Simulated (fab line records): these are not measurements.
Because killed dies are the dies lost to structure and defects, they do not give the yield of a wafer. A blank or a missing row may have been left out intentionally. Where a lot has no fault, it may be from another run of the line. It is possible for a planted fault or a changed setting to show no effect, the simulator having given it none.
Lot-split experiment    flow sfq_line    23 wafers read across 5 lots, on a route 325 steps long

== ON THE SPLIT ==
At SFQ_TRILAYER_I2_CMP_CMP_064 (polishes SiO2), the setting leave_above_ref_nm was moved away from the recipe's 200 nm on 6 of the 23 wafers read, by -4.7% to -2.7%. For the rest of the wafers, this setting stayed at what the recipe calls for.

There is no step in the file separating the split from the reading.

== THE READING ==
thk_nm, in nm, at SFQ_TRILAYER_I2_METRO_MEASURE_065. On this fab line, fault-free wafers typically give 200.1 nm with a standard deviation of 1.3 nm.

wafer   tool, chamber at the split  leave_above_ref_nm as run, nm  against the recipe  thk_nm, nm  against lot-mates on the recipe
L074.1  cmp-01, 1                   200                            recipe              199.8       -
L074.2  cmp-01, 3                   194.6                          -2.7%               193.4       -6.9
L074.3  cmp-01, 0                   200                            recipe              200.8       -
L074.4  cmp-01, 2                   194.6                          -2.7%               193.2       -7.1
L074.5  cmp-01, 1                   194.6                          -2.7%               194.4       -5.9
L077.1  cmp-02, 2                   190.7                          -4.7%               191.8       -6.3
L077.3  cmp-02, 1                   190.7                          -4.7%               191.0       -7.2
L077.4  cmp-02, 3                   190.7                          -4.7%               188.7       -9.5
L077.5  cmp-02, 3                   200                            recipe              197.9       -
L077.6  cmp-02, 0                   200                            recipe              198.4       -
L078.1  cmp-02, 0                   200                            recipe              198.3       -
L078.2  cmp-02, 1                   200                            recipe              199.4       -
L078.3  cmp-02, 2                   200                            recipe              202.4       -
L078.5  cmp-02, 2                   200                            recipe              200.9       -
L078.6  cmp-02, 1                   200                            recipe              199.7       -
L080.2  cmp-02, 0                   200                            recipe              198.3       -
L080.5  cmp-02, 0                   200                            recipe              198.4       -
L080.6  cmp-02, 3                   200                            recipe              199.2       -
L083.1  cmp-01, 0                   200                            recipe              200.4       -
L083.2  cmp-01, 2                   200                            recipe              200.9       -
L083.3  cmp-01, 1                   200                            recipe              199.7       -
L083.5  cmp-01, 0                   200                            recipe              201.4       -
L083.6  cmp-01, 1                   200                            recipe              199.8       -

THE FIT
A straight line over all 23 wafers: thk_nm changes by +2.05 nm for each +1% of leave_above_ref_nm; r = +0.95; the points scatter about the line by 1.2 nm.
The same after taking each lot's own level away (the mean of its wafers on the recipe; 23 wafers): +1.82 nm for each +1%; r = +0.94; scatter 1.2 nm.
Per that fit: largest leave_above_ref_nm move, reading shift of 8.5 nm.
Across the lots, their own levels run from 198.15 to 200.44 nm, a range of 1.8 times the standard deviation given above.
Thus the slope moves with the lot-to-lot level: the two fits are different.
Check: -9.33 nm against its lot-mates is what the line predicts for one of the wafers moved furthest among these (-4.7%) when that wafer is left out of the fit. It came out at -6.35 nm against them.

== OTHER SPLITS APPLIED TO THESE WAFERS ==
Other splits were also applied to these wafers ahead of the reading. Each is held against what the fit with the lots' levels taken away leaves over:
other split on the same wafers            wafers away from the commonest value  r with thk_nm (lot level and that fit taken away)
SFQ_TRILAYER_M2_LITHO_EXPOSE_058 dose_mj  7                                     +0.24

== THE WHOLE CHAIN: every reading that the file lists as answering this split, in the file's order ==
step                                   what it does                                           reading                                                                                    change (the file's fit)               r (the file's)
SFQ_TRILAYER_I2_CMP_CMP_064            polishes SiO2                                          SiO2_of_TRILAYER_I2_DEP_PECVD_063.thk_nm (the simulator's own value, which no gauge read)  +1.84 nm for each +1% of the setting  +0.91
SFQ_TRILAYER_I2_METRO_MEASURE_065                                                             thk_nm                                                                                     +1.84 nm for each +1% of the setting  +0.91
SFQ_TRILAYER_I2_VIA_ETCH_VIA_ETCH_070  etches SiO2 in CHF3, stops on Nb, target depth 260 nm  I2.feature_depth_nm (the simulator's own value, which no gauge read)                       +1.84 nm for each +1% of the setting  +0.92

== THE FILE'S OWN FIT ==
thk_nm changes by +1.84 nm for each +1% of leave_above_ref_nm, r = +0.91.
